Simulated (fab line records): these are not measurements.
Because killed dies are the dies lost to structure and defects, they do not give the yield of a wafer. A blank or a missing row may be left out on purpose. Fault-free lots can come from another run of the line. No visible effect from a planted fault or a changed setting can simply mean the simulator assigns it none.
Problem report, 8D (eight disciplines) form, completed by code || flow gf180mcu || the parts of the form that need people (team, actions taken, sign-off) are left out

## 1. WHAT WENT WRONG
Mean of cd nm at GF_NSD_CD_MEAS_07: 292.0 nm across 6 wafers in 2 lots; on wafers with no fault it is 401.2 nm (standard deviation 2.7). That is -40 standard deviations from the usual mean.
The step: target cd 400 nm.
The first sign was on wafer L194.1 at day 17 07:49, on cd sem-01. Wafers with a number at this step in the record: 39, from 13 lots. Rule for "out", or "out of limits": more than 4 standard deviations from the usual mean. The rest of the wafers with a number are treated as sound.

## 2. WHAT IT IS, AND WHAT IT ISN'T
{"question": "which readings at this step", "is": "cd nm", "is not": "-"}
{"question": "which lots", "is": "L194, L197", "is not": "L183, L184, L185, L187, L190, L192, L193, L196, L204, L205, L206"}
{"question": "which wafers of those lots", "is": "all that have a number", "is not": "-"}
{"question": "read on which gauges", "is": "cd sem-01", "is not": "cd sem-02"}
{"question": "when", "is": "from day 17 07:49", "is not": "up to then (21 sound wafers); but 12 sound wafers of L196, L204, L205, L206 came after"}

## 3. SUSPECTS, AND WHAT RULES EACH OUT
Counting: a tool at any process step up to the reading remains a suspect when it ran all the lots that are out and ran no sound lot after the first of those.
- the gauge at GF_NSD_CD_MEAS_07: kept. All the wafers that are out were read on cd sem-01, and no step on other tools shows them out.
- litho track-03 at GF_NSD_DEVELOP_06 (develop time 60 s): ruled out as a lasting fault. Following L194 (day 17 07:40), the first lot on it that is out, the sound lots L204, L206 were run on it.
Remaining after the count: cd sem-01 at GF_NSD_CD_MEAS_07.

## 4. THE CAUSE (what the simulator had put in)
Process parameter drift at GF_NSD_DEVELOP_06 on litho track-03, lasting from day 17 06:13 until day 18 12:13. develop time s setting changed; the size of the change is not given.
Counting ruled it out, wrongly: the rule takes a fault to strike every lot that its tool runs from its start on, and this one did not.

## 5. THE EFFECT CHAIN, in route order
Each row: a reading where the mean over the struck wafers with a number is more than 3 standard deviations away from the usual. Only readings whose record carries a usual standard deviation are examined. hours: median over the lots of the time between each lot's start at the first step of this table that gives one and its start at this step. sigmas: the change, counted in usual standard deviations.
{"hours": 0, "step": "GF_NSD_CD_MEAS_07", "reading": "cd nm", "usual": "401.2 nm", "on struck wafers": 292.0, "change": -109.2, "sigmas": -40}
At these later measuring or inspecting steps, every struck wafer for which the step has a row has a number for every such reading, and none has moved that far: GF_V2_THK_MEAS_03, GF_M4_CD_MEAS_14.

## 6. WHAT WOULD HAVE CAUGHT IT SOONER
In this record the first reading out of limits at a measuring or inspecting step was taken at day 17 07:49, 2 hours after the fault began at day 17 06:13.
No tool reading at GF_NSD_DEVELOP_06 that has a usual standard deviation in the record was out on any struck wafer, so an alarm limit of 4 standard deviations on those readings would not have fired.
